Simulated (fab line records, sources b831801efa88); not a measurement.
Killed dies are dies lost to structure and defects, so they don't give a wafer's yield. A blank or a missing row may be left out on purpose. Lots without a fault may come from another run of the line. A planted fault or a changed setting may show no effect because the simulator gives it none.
Problem report in the 8D (eight disciplines) form, filled by code | flow gf180mcu | the parts of the form that need people (team, actions taken, sign-off) are left out

1. THE PROBLEM
beam_energy_keV at GF_HV_LDD_IMPLANT_35 reads a mean of 55.985 on 6 wafers of 2 lots; wafers without a fault read 60.003 with a standard deviation of 0.018. That is -99 or more standard deviations from the usual mean.
First seen on wafer L926.3, day 15 05:52, on implanter-02. The record holds 42 wafers of 14 lots with a number at this step. Rule for "out", or "out of limits": more than 4 standard deviations from the usual mean. The other wafers with a number count as sound.

2. WHAT IT IS AND WHAT IT IS NOT
question                    | is                     | is not
which readings at this step | beam_energy_keV        | -
which lots                  | L926, L927             | L918, L919, L920, L921, L922, L923, L924, L928, L933, L936, L937, L938
which wafers of those lots  | all that have a number | -
read on which tools         | implanter-02           | implanter-01, implanter-04
when                        | from day 15 05:52      | up to then (21 sound wafers); but 15 sound wafers of L928, L933, L936, L937, L938 came after

3. SUSPECTS, AND WHAT RULES EACH OUT
Counting: a tool at a process step up to the reading stays a suspect if it ran every lot that is out and no sound lot after the first of them.
- implanter-02 at GF_HV_LDD_IMPLANT_35: ruled out as a lasting fault. Sound lots L936, L937, L938 ran on it after its first lot that is out, L926 (day 15 05:52).
Left after counting: nothing in the record.

4. THE CAUSE (what the simulator had put in)
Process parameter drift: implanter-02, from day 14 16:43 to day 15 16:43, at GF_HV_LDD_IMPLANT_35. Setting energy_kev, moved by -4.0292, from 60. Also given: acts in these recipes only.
Counting ruled it out, wrongly.

5. THE CHAIN OF EFFECTS, in route order
Each row: a reading whose mean over the struck wafers that have a number lies more than 3 standard deviations from the usual. Only readings for which the record gives a usual standard deviation are gone through. hours: the time from each lot's start at the first step in this table that gives one to its start at this step, as a median over the lots. sigmas: the change in usual standard deviations.
hours | step                 | reading         | usual  | on struck wafers | change | sigmas
0     | GF_HV_LDD_IMPLANT_35 | beam_energy_keV | 60.003 | 55.985           | -4.018 | -99 or more
The process steps in it:
- GF_HV_LDD_IMPLANT_35
Later measuring or inspecting steps at which every struck wafer that the step has a row for has a number for every such reading, and none has moved that far: GF_NSD_TW_MEAS_12, GF_PSD_CD_MEAS_07.

6. WHAT WOULD HAVE CAUGHT IT SOONER
In this record the first reading out of limits was taken at day 15 05:52, 13 hours after the fault began at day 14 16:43.
